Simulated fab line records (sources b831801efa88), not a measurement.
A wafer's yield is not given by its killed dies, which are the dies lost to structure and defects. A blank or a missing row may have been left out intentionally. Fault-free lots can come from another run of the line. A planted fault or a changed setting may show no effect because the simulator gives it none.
fab line records    flow gf180mcu
record lots=24  wafers=72  last-day=34
route steps=602 shown STI@16 VT_IMPLANT@97 NWELL@137 LVPWELL@138 HV_LDD@184
lots that met no fault: taken from a fault-free run of the same line
start-h: the number of hours between the record's first day and the start of the first shown wafer of the lot    wait-h: time in hours since the lot's previous step    " identical to the entry in the row above    L1.1+2: a row that stands for several wafers    - no value, or no start given    * or withheld: withheld    < > ~ a bound
route shown NAME@n: a module of which the file shows steps, and the number in the route of the first    usual: average and standard deviation across the fault-free wafers    same: alike in all rows    chamber/n: place in a boat    sites: readings site by site    _std_site: standard deviation of those values    _edge_site: inner sites' mean taken away from outer sites' mean    radius-mm: how far each site lies from the wafer's centre    mask NAME#n: copy n    behind: the tool/chamber that last shaped the wafer    hold: why the lot was held/for how many hours/how that ended    device: transistor that didn't switch, given as n, p or np    end of line: at the end of the route, the tests of the same wafers    where a step has no rows: the recipe by itself    killed: not the wafer's yield, but the dies lost to structure and defects at the first sort    map: the dies of a wafer, with x for killed, . for not killed, _ for no die there
set.NAME: the setting the step ran with; set.NAME@STEP: the setting that earlier step ran with    model.NAME: the simulator's own value behind a step, which no gauge read
steps of the route over a sample of lots; a table a step, a row a wafer
services: from which hour (start-h, from the record's first day; less than 0 if before it) a tool's chamber was out of use, for how many hours, and why
## steps
# step GF_STI_STRIP_15
# recipe chemistry=O2/N2  power-w=1400  pressure-mtorr=1500  platen-temp-c=250  o2-flow-sccm=3000  n2-flow-sccm=300  overash-fraction=0.5
# usual drypump-motor-current-A=5.85/0.18  heater-power-w=330/35  oes-product-au=0.384/0.0049  strip-time-to-endpoint-s=3.74/0.037
lot.wafer  tool             chamber  start-h  wait-h  drypump-motor-current-A  heater-power-w  oes-product-au  rf-hours-counter-h  strip-time-to-endpoint-s
L074.1     plasma-asher-04  0        25.01    0.0     6.09                     327             0.383           36                  3.65
L074.4     "                1        "        "       6.07                     348             0.387           -                   3.69
L074.5     "                1        "        "       6.06                     363             0.391           -                   3.72
L075.2     plasma-asher-04  1        30.11    0.0     6.06                     354             0.385           36                  3.70
L075.5     "                0        "        "       6.11                     322             0.383           -                   3.71
L075.6     "                1        "        "       6.05                     346             0.375           -                   3.71
L076.2     plasma-asher-04  0        36.96    0.0     6.10                     320             0.390           37                  3.76
L076.3     "                1        "        "       6.07                     346             0.379           -                   3.67
L076.5     "                0        "        "       6.08                     322             0.395           -                   3.76
L077.1     plasma-asher-01  0        41.01    0.0     5.77                     361             0.395           24                  3.77
L077.2     "                1        "        "       5.87                     276             0.388           24                  3.68
L077.4     "                1        "        "       5.89                     280             0.380           -                   3.73
L078.1     plasma-asher-02  1        46.05    0.0     5.82                     371             0.383           40                  3.77
L078.2     "                0        "        "       5.55                     305             0.385           40                  3.78
L078.4     "                1        "        "       5.78                     384             0.380           -                   3.73
L079.2     plasma-asher-02  0        51.16    0.0     5.54                     304             0.381           41                  3.72
L079.4     "                1        "        "       5.80                     372             0.376           -                   3.65
L079.6     "                1        "        "       5.75                     383             0.382           -                   3.77
L080.2     plasma-asher-01  0        56.41    0.0     5.75                     366             0.387           25                  3.75
L080.4     "                1        "        "       5.86                     279             0.394           -                   3.75
L080.6     "                1        "        "       5.83                     277             0.387           -                   3.77
L081.1     plasma-asher-01  1        61.11    0.0     5.86                     286             0.385           26                  3.72
L081.2     "                0        "        "       5.73                     359             0.388           26                  3.83
L081.3     "                1        "        "       5.87                     280             0.389           -                   3.75
L082.1     plasma-asher-01  1        68.56    0.0     5.88                     284             0.384           27                  3.71
L082.5     "                0        "        "       5.73                     355             0.387           -                   3.74
L082.6     "                1        "        "       5.84                     283             0.389           -                   3.72
L083.1     plasma-asher-02  1        71.66    0.0     5.84                     376             0.375           43                  3.75
L083.2     "                0        "        "       5.54                     302             0.386           43                  3.72
L083.5     "                1        "        "       5.85                     384             0.383           -                   3.75
L084.1     plasma-asher-01  1        76.76    0.0     5.86                     278             0.375           27                  3.71
L084.4     "                0        "        "       5.75                     363             0.386           -                   3.74
L084.5     "                0        "        "       5.76                     354             0.391           -                   3.72
L085.1     plasma-asher-01  1        83.85    0.0     5.90                     281             0.379           28                  3.75
L085.2     "                0        "        "       5.75                     363             0.380           28                  3.82
L085.3     "                1        "        "       5.87                     278             0.381           -                   3.76
L086.3     plasma-asher-01  1        87.19    0.1     5.85                     279             0.385           -                   3.78
L086.4     "                0        "        "       5.75                     365             0.382           -                   3.77
L086.5     "                0        "        "       5.81                     355             0.389           -                   3.82
L087.2     plasma-asher-04  0        96.50    0.0     6.06                     319             0.389           43                  3.74
L087.3     "                0        "        "       6.07                     323             0.390           -                   3.73
L087.5     "                1        "        "       6.05                     353             0.384           -                   3.75
L088.3     plasma-asher-01  1        101.04   0.1     5.85                     280             0.383           -                   3.72
L088.5     "                0        "        "       5.74                     361             0.384           -                   3.73
L088.6     "                1        "        "       5.83                     279             0.392           -                   3.77
L089.1     plasma-asher-02  0        105.20   0.0     5.53                     302             0.382           47                  3.73
L089.4     "                0        "        "       5.52                     299             0.381           -                   3.76
L089.6     "                1        "        "       5.83                     375             0.387           -                   3.73
L090.2     plasma-asher-01  1        110.26   0.0     5.85                     283             0.385           31                  3.74
L090.4     "                1        "        "       5.85                     277             0.384           -                   3.72
L090.5     "                1        "        "       5.84                     282             0.387           -                   3.71
L091.3     plasma-asher-02  1        113.38   0.1     5.78                     388             0.383           -                   3.74
L091.4     "                0        "        "       5.52                     293             0.391           -                   3.82
L091.5     "                1        "        "       5.82                     375             0.381           -                   3.77
L092.1     plasma-asher-04  1        118.41   0.0     6.02                     340             0.390           0                   3.76
L092.2     "                0        "        "       6.09                     337             0.389           0                   3.78
L092.5     "                0        "        "       6.10                     332             0.388           -                   3.79
L093.1     plasma-asher-02  0        124.81   0.0     5.52                     299             0.384           50                  3.68
L093.2     "                1        "        "       5.77                     385             0.380           50                  3.64
L093.3     "                0        "        "       5.55                     299             0.385           -                   3.68
L094.3     plasma-asher-04  1        127.79   0.1     6.05                     343             0.390           -                   3.79
L094.5     "                1        "        "       6.05                     344             0.386           -                   3.76
L094.6     "                0        "        "       6.10                     335             0.387           -                   3.72
L095.2     plasma-asher-02  1        133.06   0.0     5.81                     380             0.381           51                  3.75
L095.4     "                1        "        "       5.83                     379             0.378           -                   3.72
L095.6     "                1        "        "       5.79                     373             0.374           -                   3.73
L096.1     plasma-asher-04  1        140.14   0.0     6.06                     333             0.381           2                   3.72
L096.3     "                0        "        "       6.08                     339             0.387           -                   3.78
L096.5     "                1        "        "       6.06                     342             0.386           -                   3.77
L097.1     plasma-asher-01  0        144.56   0.0     5.76                     355             0.381           34                  3.71
L097.3     "                1        "        "       5.89                     278             0.379           -                   3.68
L097.5     "                0        "        "       5.75                     352             0.375           -                   3.70
# step GF_VT_IMPLANT_OVL_MEAS_07
# usual VT_IMPLANT_OVL=0.6/1.3
lot.wafer  tool        chamber  start-h  wait-h  VT_IMPLANT_OVL[nm]
L074.1     overlay-02  -        109.73   0.1     1.8
L074.4     "           -        "        "       3.3
L074.5     "           -        "        "       2.6
L075.2     overlay-02  -        114.33   0.1     0.5
L075.5     "           -        "        "       0.0
L075.6     "           -        "        "       0.1
L076.2     overlay-02  -        123.84   0.1     0.6
L076.3     "           -        "        "       1.9
L076.5     "           -        "        "       -0.5
L077.1     overlay-02  -        129.94   0.1     2.4
L077.2     "           -        "        "       -0.1
L077.4     "           -        "        "       0.4
L078.1     overlay-01  -        135.38   0.1     0.9
L078.2     "           -        "        "       0.4
L078.4     "           -        "        "       1.5
L079.2     overlay-01  -        140.83   0.1     -0.9
L079.4     "           -        "        "       -2.6
L079.6     "           -        "        "       -1.0
L080.2     overlay-01  -        148.48   0.1     1.5
L080.4     "           -        "        "       0.9
L080.6     "           -        "        "       2.3
L081.1     overlay-01  -        152.39   0.1     2.3
L081.2     "           -        "        "       1.4
L081.3     "           -        "        "       1.1
L082.1     overlay-01  -        159.34   0.1     1.3
L082.5     "           -        "        "       1.9
L082.6     "           -        "        "       -0.2
L083.1     overlay-02  -        165.08   0.1     2.5
L083.2     "           -        "        "       2.9
L083.5     "           -        "        "       -0.5
L084.1     overlay-01  -        171.13   0.1     0.6
L084.4     "           -        "        "       1.2
L084.5     "           -        "        "       1.8
L085.1     overlay-01  -        178.64   0.1     -0.7
L085.2     "           -        "        "       1.2
L085.3     "           -        "        "       1.6
L086.3     overlay-01  -        181.30   0.1     0.4
L086.4     "           -        "        "       -0.5
L086.5     "           -        "        "       -1.5
L087.2     overlay-01  -        194.34   0.1     0.4
L087.3     "           -        "        "       0.9
L087.5     "           -        "        "       -1.7
L088.3     overlay-02  -        198.90   0.1     2.3
L088.5     "           -        "        "       1.2
L088.6     "           -        "        "       0.0
L089.1     overlay-02  -        205.03   0.1     0.5
L089.4     "           -        "        "       1.8
L089.6     "           -        "        "       1.1
L090.2     overlay-01  -        210.04   0.1     1.3
L090.4     "           -        "        "       0.2
L090.5     "           -        "        "       -1.0
L091.3     overlay-01  -        215.15   0.1     -0.3
L091.4     "           -        "        "       -1.8
L091.5     "           -        "        "       0.3
L092.1     overlay-02  -        221.74   0.1     0.9
L092.2     "           -        "        "       3.4
L092.5     "           -        "        "       2.0
L093.1     overlay-01  -        226.98   0.1     0.5
L093.2     "           -        "        "       -1.3
L093.3     "           -        "        "       0.1
L094.3     overlay-02  -        231.49   0.1     -0.7
L094.5     "           -        "        "       0.0
L094.6     "           -        "        "       -0.9
L095.2     overlay-01  -        236.09   0.1     0.5
L095.4     "           -        "        "       1.3
L095.6     "           -        "        "       2.5
L096.1     overlay-02  -        256.58   0.1     1.0
L096.3     "           -        "        "       1.6
L096.5     "           -        "        "       1.0
L097.1     overlay-01  -        258.43   0.1     1.6
L097.3     "           -        "        "       0.3
L097.5     "           -        "        "       0.6
# step GF_VT_IMPLANT_RS_MEAS_47
# recipe thk-meas-gauge=four-point-probe
# usual NWELL_RS=487.8/1.2
lot.wafer  tool           chamber  start-h  wait-h  NWELL_RS[ohm/sq]
L074.1     film-metro-01  -        156.30   0.1     487.9
L074.4     "              -        "        "       488.1
L074.5     "              -        "        "       487.5
L075.2     film-metro-04  -        159.97   0.1     488.3
L075.5     "              -        "        "       486.8
L075.6     "              -        "        "       487.3
L076.2     film-metro-04  -        169.12   0.1     487.7
L076.3     "              -        "        "       486.8
L076.5     "              -        "        "       486.3
L077.1     film-metro-02  -        175.70   0.1     487.5
L077.2     "              -        "        "       488.7
L077.4     "              -        "        "       487.2
L078.1     film-metro-04  -        182.60   0.1     489.8
L078.2     "              -        "        "       489.2
L078.4     "              -        "        "       491.2
L079.2     film-metro-01  -        188.93   0.1     488.4
L079.4     "              -        "        "       486.5
L079.6     "              -        "        "       488.5
L080.2     film-metro-02  -        197.77   0.1     486.5
L080.4     "              -        "        "       485.7
L080.6     "              -        "        "       486.0
L081.1     film-metro-01  -        201.02   0.1     489.5
L081.2     "              -        "        "       488.6
L081.3     "              -        "        "       488.4
L082.1     film-metro-01  -        207.96   0.1     490.2
L082.5     "              -        "        "       488.8
L082.6     "              -        "        "       489.4
L083.1     film-metro-02  -        214.46   0.1     486.6
L083.2     "              -        "        "       488.7
L083.5     "              -        "        "       486.4
L084.1     film-metro-04  -        222.06   0.1     489.0
L084.4     "              -        "        "       489.5
L084.5     "              -        "        "       488.7
L085.1     film-metro-01  -        230.56   0.1     486.9
L085.2     "              -        "        "       487.8
L085.3     "              -        "        "       486.9
L086.3     film-metro-04  -        233.04   0.1     488.4
L086.4     "              -        "        "       487.4
L086.5     "              -        "        "       488.8
L087.2     film-metro-01  -        247.76   0.1     485.2
L087.3     "              -        "        "       486.3
L087.5     "              -        "        "       486.4
L088.3     film-metro-02  -        252.54   0.1     489.7
L088.5     "              -        "        "       488.2
L088.6     "              -        "        "       488.7
L089.1     film-metro-01  -        260.05   0.1     487.3
L089.4     "              -        "        "       488.5
L089.6     "              -        "        "       488.5
L090.2     film-metro-01  -        265.88   0.1     489.0
L090.4     "              -        "        "       488.7
L090.5     "              -        "        "       488.7
L091.3     film-metro-01  -        270.04   0.1     487.9
L091.4     "              -        "        "       485.8
L091.5     "              -        "        "       487.6
L092.1     film-metro-01  -        279.25   0.1     485.5
L092.2     "              -        "        "       486.4
L092.5     "              -        "        "       485.4
L093.1     film-metro-02  -        284.40   0.1     487.0
L093.2     "              -        "        "       487.6
L093.3     "              -        "        "       486.3
L094.3     film-metro-01  -        289.80   0.1     487.4
L094.5     "              -        "        "       488.1
L094.6     "              -        "        "       487.0
L095.2     film-metro-01  -        293.57   0.1     488.0
L095.4     "              -        "        "       487.9
L095.6     "              -        "        "       487.6
L096.1     film-metro-01  -        316.35   0.1     488.9
L096.3     "              -        "        "       486.8
L096.5     "              -        "        "       488.1
L097.1     film-metro-04  -        319.00   0.1     486.9
L097.3     "              -        "        "       487.7
L097.5     "              -        "        "       486.9
# step GF_VT_IMPLANT_RS_MEAS_48
# recipe thk-meas-gauge=four-point-probe
# usual LVPWELL_RS=1196/3
lot.wafer  tool           chamber  start-h  wait-h  LVPWELL_RS[ohm/sq]
L074.1     film-metro-01  -        156.42   0.1     1196
L074.4     "              -        "        "       1201
L074.5     "              -        "        "       1199
L075.2     film-metro-04  -        160.09   0.1     1197
L075.5     "              -        "        "       1198
L075.6     "              -        "        "       1194
L076.2     film-metro-04  -        169.24   0.1     1198
L076.3     "              -        "        "       1199
L076.5     "              -        "        "       1200
L077.1     film-metro-02  -        175.82   0.1     1196
L077.2     "              -        "        "       1200
L077.4     "              -        "        "       1198
L078.1     film-metro-04  -        182.72   0.1     1196
L078.2     "              -        "        "       1195
L078.4     "              -        "        "       1199
L079.2     film-metro-01  -        189.05   0.1     1196
L079.4     "              -        "        "       1196
L079.6     "              -        "        "       1194
L080.2     film-metro-02  -        197.89   0.1     1194
L080.4     "              -        "        "       1194
L080.6     "              -        "        "       1196
L081.1     film-metro-01  -        201.14   0.1     1199
L081.2     "              -        "        "       1197
L081.3     "              -        "        "       1197
L082.1     film-metro-01  -        208.08   0.1     1199
L082.5     "              -        "        "       1200
L082.6     "              -        "        "       1196
L083.1     film-metro-02  -        214.58   0.1     1199
L083.2     "              -        "        "       1194
L083.5     "              -        "        "       1196
L084.1     film-metro-04  -        222.18   0.1     1198
L084.4     "              -        "        "       1199
L084.5     "              -        "        "       1197
L085.1     film-metro-01  -        230.68   0.1     1199
L085.2     "              -        "        "       1198
L085.3     "              -        "        "       1199
L086.3     film-metro-04  -        233.16   0.1     1204
L086.4     "              -        "        "       1197
L086.5     "              -        "        "       1198
L087.2     film-metro-01  -        247.88   0.1     1191
L087.3     "              -        "        "       1192
L087.5     "              -        "        "       1191
L088.3     film-metro-02  -        252.66   0.1     1196
L088.5     "              -        "        "       1196
L088.6     "              -        "        "       1196
L089.1     film-metro-01  -        260.17   0.1     1200
L089.4     "              -        "        "       1198
L089.6     "              -        "        "       1196
L090.2     film-metro-01  -        266.00   0.1     1198
L090.4     "              -        "        "       1196
L090.5     "              -        "        "       1195
L091.3     film-metro-01  -        270.16   0.1     1193
L091.4     "              -        "        "       1190
L091.5     "              -        "        "       1193
L092.1     film-metro-01  -        279.37   0.1     1193
L092.2     "              -        "        "       1188
L092.5     "              -        "        "       1193
L093.1     film-metro-02  -        284.52   0.1     1196
L093.2     "              -        "        "       1198
L093.3     "              -        "        "       1195
L094.3     film-metro-01  -        289.92   0.1     1195
L094.5     "              -        "        "       1195
L094.6     "              -        "        "       1198
L095.2     film-metro-01  -        293.69   0.1     1197
L095.4     "              -        "        "       1198
L095.6     "              -        "        "       1194
L096.1     film-metro-01  -        316.47   0.1     1195
L096.3     "              -        "        "       1198
L096.5     "              -        "        "       1201
L097.1     film-metro-04  -        319.12   0.1     1195
L097.3     "              -        "        "       1202
L097.5     "              -        "        "       1197
# step GF_HV_LDD_OVL_MEAS_08
# usual HV_LDD_OVL=0.3/2.1
lot.wafer  tool        chamber  start-h  wait-h  HV_LDD_OVL[nm]
L074.1     overlay-01  -        219.65   0.1     -1.9
L074.4     "           -        "        "       -1.5
L074.5     "           -        "        "       -1.1
L075.2     overlay-02  -        220.06   0.1     1.4
L075.5     "           -        "        "       0.3
L075.6     "           -        "        "       3.0
L076.2     overlay-02  -        228.00   0.1     2.1
L076.3     "           -        "        "       -0.3
L076.5     "           -        "        "       1.4
L077.1     overlay-01  -        239.35   0.1     2.0
L077.2     "           -        "        "       -0.7
L077.4     "           -        "        "       0.6
L078.1     overlay-01  -        244.00   0.1     2.0
L078.2     "           -        "        "       2.3
L078.4     "           -        "        "       3.4
L079.2     overlay-01  -        248.16   0.1     0.6
L079.4     "           -        "        "       0.8
L079.6     "           -        "        "       1.2
L080.2     overlay-01  -        260.60   0.1     3.3
L080.4     "           -        "        "       0.3
L080.6     "           -        "        "       -0.4
L081.1     overlay-02  -        263.45   0.1     0.2
L081.2     "           -        "        "       1.1
L081.3     "           -        "        "       -0.2
L082.1     overlay-02  -        271.30   0.1     2.6
L082.5     "           -        "        "       3.5
L082.6     "           -        "        "       2.9
L083.1     overlay-01  -        277.80   0.1     2.2
L083.2     "           -        "        "       2.4
L083.5     "           -        "        "       -0.8
L084.1     overlay-01  -        285.15   0.1     0.3
L084.4     "           -        "        "       1.6
L084.5     "           -        "        "       2.4
L085.1     overlay-02  -        295.60   0.1     -1.5
L085.2     "           -        "        "       -0.5
L085.3     "           -        "        "       -1.4
L086.3     overlay-01  -        298.21   0.1     -1.7
L086.4     "           -        "        "       -0.9
L086.5     "           -        "        "       -2.4
L087.2     overlay-01  -        317.79   0.1     1.7
L087.3     "           -        "        "       3.5
L087.5     "           -        "        "       3.3
L088.3     overlay-01  -        322.45   0.1     -2.9
L088.5     "           -        "        "       -2.0
L088.6     "           -        "        "       -2.3
L089.1     overlay-02  -        330.90   0.1     1.0
L089.4     "           -        "        "       0.0
L089.6     "           -        "        "       -3.0
L090.2     overlay-02  -        337.66   0.1     2.5
L090.4     "           -        "        "       2.2
L090.5     "           -        "        "       1.9
L091.3     overlay-01  -        342.25   0.1     -3.1
L091.4     "           -        "        "       -0.4
L091.5     "           -        "        "       -4.1
L092.1     overlay-01  -        351.59   0.1     -2.8
L092.2     "           -        "        "       -2.0
L092.5     "           -        "        "       -1.0
L093.1     overlay-01  -        361.00   0.1     0.0
L093.2     "           -        "        "       2.6
L093.3     "           -        "        "       1.2
L094.3     overlay-01  -        363.46   0.1     1.6
L094.5     "           -        "        "       2.3
L094.6     "           -        "        "       2.8
L095.2     overlay-02  -        369.86   0.1     -0.7
L095.4     "           -        "        "       -1.4
L095.6     "           -        "        "       -1.4
L096.1     overlay-01  -        391.34   0.1     -1.4
L096.3     "           -        "        "       -0.4
L096.5     "           -        "        "       -0.5
L097.1     overlay-01  -        394.40   0.1     0.1
L097.3     "           -        "        "       1.4
L097.5     "           -        "        "       -0.1
# step GF_HV_LDD_CD_MEAS_46
# recipe target-cd-nm=400
# usual cd-nm=399.6/2.1
lot.wafer  tool       chamber  start-h  wait-h  cd-nm
L074.1     cd-sem-02  -        276.07   0.1     402.9
L074.4     "          -        "        "       399.5
L074.5     "          -        "        "       401.0
L075.2     cd-sem-02  -        276.55   0.1     402.4
L075.5     "          -        "        "       399.8
L075.6     "          -        "        "       402.6
L076.2     cd-sem-02  -        285.70   0.1     397.9
L076.3     "          -        "        "       400.3
L076.5     "          -        "        "       397.5
L077.1     cd-sem-01  -        299.53   0.1     397.8
L077.2     "          -        "        "       397.9
L077.4     "          -        "        "       396.0
L078.1     cd-sem-01  -        302.87   0.1     400.4
L078.2     "          -        "        "       400.2
L078.4     "          -        "        "       398.8
L079.2     cd-sem-01  -        307.95   0.1     398.7
L079.4     "          -        "        "       399.1
L079.6     "          -        "        "       396.1
L080.2     cd-sem-02  -        320.69   0.1     399.4
L080.4     "          -        "        "       397.7
L080.6     "          -        "        "       400.8
L081.1     cd-sem-02  -        322.68   0.1     399.1
L081.2     "          -        "        "       398.1
L081.3     "          -        "        "       398.5
L082.1     cd-sem-01  -        332.08   0.1     401.7
L082.5     "          -        "        "       401.3
L082.6     "          -        "        "       400.1
L083.1     cd-sem-01  -        338.48   0.1     401.5
L083.2     "          -        "        "       401.1
L083.5     "          -        "        "       398.5
L084.1     cd-sem-01  -        347.83   0.1     399.2
L084.4     "          -        "        "       398.4
L084.5     "          -        "        "       400.1
L085.1     cd-sem-02  -        359.02   0.1     397.1
L085.2     "          -        "        "       398.9
L085.3     "          -        "        "       398.7
L086.3     cd-sem-02  -        361.81   0.1     399.5
L086.4     "          -        "        "       397.4
L086.5     "          -        "        "       397.6
L087.2     cd-sem-02  -        384.29   0.1     401.4
L087.3     "          -        "        "       398.5
L087.5     "          -        "        "       398.1
L088.3     cd-sem-01  -        388.71   0.1     399.6
L088.5     "          -        "        "       400.0
L088.6     "          -        "        "       399.0
L089.1     cd-sem-01  -        398.53   0.1     400.2
L089.4     "          -        "        "       397.7
L089.6     "          -        "        "       396.1
L090.2     cd-sem-01  -        404.79   0.1     404.7
L090.4     "          -        "        "       404.0
L090.5     "          -        "        "       404.8
L091.3     cd-sem-02  -        410.16   0.1     401.6
L091.4     "          -        "        "       403.8
L091.5     "          -        "        "       402.0
L092.1     cd-sem-02  -        419.88   0.1     401.1
L092.2     "          -        "        "       401.5
L092.5     "          -        "        "       404.7
L093.1     cd-sem-02  -        431.70   0.2     394.6
L093.2     "          -        "        "       399.2
L093.3     "          -        "        "       397.3
L094.3     cd-sem-02  -        433.07   0.1     398.9
L094.5     "          -        "        "       397.4
L094.6     "          -        "        "       400.6
L095.2     cd-sem-01  -        439.44   0.1     398.7
L095.4     "          -        "        "       398.9
L095.6     "          -        "        "       399.7
L096.1     cd-sem-01  -        462.77   0.1     400.5
L096.3     "          -        "        "       401.5
L096.5     "          -        "        "       399.7
L097.1     cd-sem-02  -        466.78   0.1     398.4
L097.3     "          -        "        "       399.3
L097.5     "          -        "        "       399.3
## services
tool             chamber  start-h  hours  kind
plasma-asher-02  -        49.19    0.3    repair
plasma-asher-04  -        108.75   9.0    pm
plasma-asher-04  0        108.75   9.0    vent-cycle
plasma-asher-04  1        108.75   9.0    vent-cycle
plasma-asher-01  -        115.11   4.3    pm
plasma-asher-04  0        117.75   -      clean
plasma-asher-04  1        117.75   -      clean
## key
fault none
